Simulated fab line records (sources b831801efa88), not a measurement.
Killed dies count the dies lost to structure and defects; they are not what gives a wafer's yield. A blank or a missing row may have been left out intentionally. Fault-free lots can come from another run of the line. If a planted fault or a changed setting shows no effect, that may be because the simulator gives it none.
Chamber matching | flow sky130 | rie-diel-01 running SKY_LI_CONTACT_ETCH_15: 4 sister chambers
The step etches PSG in C4F8/O2/Ar, stops on Si, target depth 600 nm. 4 wafers are shown with their chamber, then 8 later ones without.

## EACH WAFER AND ITS CHAMBER
wafer  | chamber | oes-product-au (a.u.)
L962.4 | 2       | 0.833
L964.3 | 1       | 0.838
L964.6 | 0       | 0.841
L975.2 | 3       | 0.841

## WAFERS WITHOUT THEIR CHAMBER
wafer  | oes-product-au (a.u.)
L975.4 | 0.836
L975.5 | 0.835
L977.3 | 0.831
L977.5 | 0.836
L977.6 | 0.839
L978.1 | 0.834
L978.4 | 0.839
L978.6 | 0.843

## WHICH CHAMBER EACH WENT THROUGH
wafer  | from the rows above               | in truth
L975.4 | can't be placed: 1 or 2 or 0 or 3 | 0
L975.5 | can't be placed: 2 or 1           | 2
L977.3 | 2                                 | 2
L977.5 | can't be placed: 1 or 2 or 0 or 3 | 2
L977.6 | can't be placed: 1 or 0 or 3      | 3
L978.1 | can't be placed: 2 or 1           | 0
L978.4 | can't be placed: 1 or 0 or 3      | 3
L978.6 | can't be placed: 0 or 3 or 1      | 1
1 of 8 placed correctly. Unplaceable from these rows: 7, with the true chamber sitting among the candidates in 6. Number placed wrongly: 0.
How it was worked out, from the rows above alone: a wafer's distance from a chamber is the root of the sum, over the readings, of the square of ((its reading less the chamber's mean) divided by the reading's scatter). If the next closest chamber is less than 2 further off than the closest, the wafer can't be placed; otherwise it belongs to the closest. The mean given for a chamber averages the wafers shown for that chamber. The scatter (one wafer shown for each chamber): square how far every hidden wafer sits from the nearest shown wafer, average those squares and take the square root.
